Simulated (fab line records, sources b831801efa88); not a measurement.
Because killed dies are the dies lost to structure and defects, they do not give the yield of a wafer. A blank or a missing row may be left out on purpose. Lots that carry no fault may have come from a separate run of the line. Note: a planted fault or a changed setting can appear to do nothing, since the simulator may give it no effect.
Matching of chambers || flow gf180mcu || pecvd-04 running GF_V3_CVD_02: 3 sister chambers
The step deposits SiO2 from TEOS, target thk 850 nm, time 94.851 s. 3 wafers are shown with their chamber, then 12 later ones without.

## WAFERS PAIRED WITH THEIR CHAMBERS
{"wafer": "L091.5", "chamber": 2, "heater_power_w (W)": 531}
{"wafer": "L093.5", "chamber": 1, "heater_power_w (W)": 612}
{"wafer": "L093.6", "chamber": 0, "heater_power_w (W)": 653}

## WAFERS WHOSE CHAMBER IS MISSING
{"wafer": "L094.1", "heater_power_w (W)": 525}
{"wafer": "L094.3", "heater_power_w (W)": 553}
{"wafer": "L094.4", "heater_power_w (W)": 589}
{"wafer": "L095.2", "heater_power_w (W)": 707}
{"wafer": "L095.3", "heater_power_w (W)": 672}
{"wafer": "L095.6", "heater_power_w (W)": 472}
{"wafer": "L096.1", "heater_power_w (W)": 678}
{"wafer": "L096.2", "heater_power_w (W)": 685}
{"wafer": "L096.3", "heater_power_w (W)": 509}
{"wafer": "L097.2", "heater_power_w (W)": 688}
{"wafer": "L097.3", "heater_power_w (W)": 562}
{"wafer": "L097.4", "heater_power_w (W)": 595}

## EACH ONE'S CHAMBER
{"wafer": "L094.1", "from the rows above": 2, "in truth": 2}
{"wafer": "L094.3", "from the rows above": "can't be placed: 2 or 1", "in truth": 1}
{"wafer": "L094.4", "from the rows above": "can't be placed: 1 or 2 or 0", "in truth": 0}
{"wafer": "L095.2", "from the rows above": "can't be placed: 0 or 1", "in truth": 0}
{"wafer": "L095.3", "from the rows above": "can't be placed: 0 or 1", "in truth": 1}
{"wafer": "L095.6", "from the rows above": 2, "in truth": 2}
{"wafer": "L096.1", "from the rows above": "can't be placed: 0 or 1", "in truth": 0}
{"wafer": "L096.2", "from the rows above": "can't be placed: 0 or 1", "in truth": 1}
{"wafer": "L096.3", "from the rows above": 2, "in truth": 2}
{"wafer": "L097.2", "from the rows above": "can't be placed: 0 or 1", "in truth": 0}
{"wafer": "L097.3", "from the rows above": "can't be placed: 2 or 1 or 0", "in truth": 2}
{"wafer": "L097.4", "from the rows above": "can't be placed: 1 or 0 or 2", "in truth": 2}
3 of 12 placed correctly. Not placeable from these rows: 9 (in 9, the candidates include the true chamber). Wrongly placed: 0.
How it was worked out, from the rows above alone: a wafer's distance from a chamber is the root of the sum, over the readings, of the square of ((its reading less the chamber's mean) divided by the reading's scatter). The wafer belongs to the nearest chamber; if the next one is less than 2 further off, it can't be placed. For every chamber, the mean is computed from those of its wafers that are shown. The scatter (one wafer shown for each chamber): square how far every hidden wafer sits from the nearest shown wafer, average those squares and take the square root.
